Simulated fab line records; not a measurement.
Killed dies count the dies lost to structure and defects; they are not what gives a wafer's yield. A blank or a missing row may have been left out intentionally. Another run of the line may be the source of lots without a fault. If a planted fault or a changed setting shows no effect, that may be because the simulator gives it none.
Matching of chambers || flow sfq-line || rie-diel-03 running SFQ_TRILAYER_I7_VIA_ETCH_VIA_ETCH_190: 4 sister chambers
The step etches SiO2 in CHF3, stops on Nb, target depth 260 nm. 4 wafers are shown with their chamber, then 6 later ones without.

== WAFERS WITH THEIR CHAMBER ==
{"wafer": "L891.5", "chamber": 3, "drypump-motor-current-A (A)": 4.9}
{"wafer": "L896.1", "chamber": 2, "drypump-motor-current-A (A)": 6.2}
{"wafer": "L898.1", "chamber": 0, "drypump-motor-current-A (A)": 6.3}
{"wafer": "L898.3", "chamber": 1, "drypump-motor-current-A (A)": 6.3}

== WAFERS WITHOUT THEIR CHAMBER ==
{"wafer": "L898.5", "drypump-motor-current-A (A)": 6.3}
{"wafer": "L900.2", "drypump-motor-current-A (A)": 6.3}
{"wafer": "L900.4", "drypump-motor-current-A (A)": 6.3}
{"wafer": "L900.6", "drypump-motor-current-A (A)": 6.4}
{"wafer": "L909.3", "drypump-motor-current-A (A)": 6.3}
{"wafer": "L909.6", "drypump-motor-current-A (A)": 6.3}

== THE CHAMBER EACH PASSED THROUGH ==
{"wafer": "L898.5", "from the rows above": "can't be placed: 0 or 1", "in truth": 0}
{"wafer": "L900.2", "from the rows above": "can't be placed: 0 or 1", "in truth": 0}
{"wafer": "L900.4", "from the rows above": "can't be placed: 0 or 1", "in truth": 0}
{"wafer": "L900.6", "from the rows above": "can't be placed: 0 or 1", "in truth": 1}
{"wafer": "L909.3", "from the rows above": "can't be placed: 0 or 1", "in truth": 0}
{"wafer": "L909.6", "from the rows above": "can't be placed: 0 or 1", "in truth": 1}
0 of 6 placed correctly. Cannot be placed on the basis of these rows: 6; the candidates contain the true chamber in 6. Wrongly placed: 0.
How it was worked out, from the rows above alone: a wafer's distance from a chamber is the root of the sum, over the readings, of the square of ((its reading less the chamber's mean) divided by the reading's scatter). The wafer belongs to the nearest chamber; if the next one is less than 2 further off, it can't be placed. A chamber's mean is the mean of its shown wafers. The scatter: root of mean squared gap, hidden wafer to nearest shown wafer, with one shown wafer a chamber.
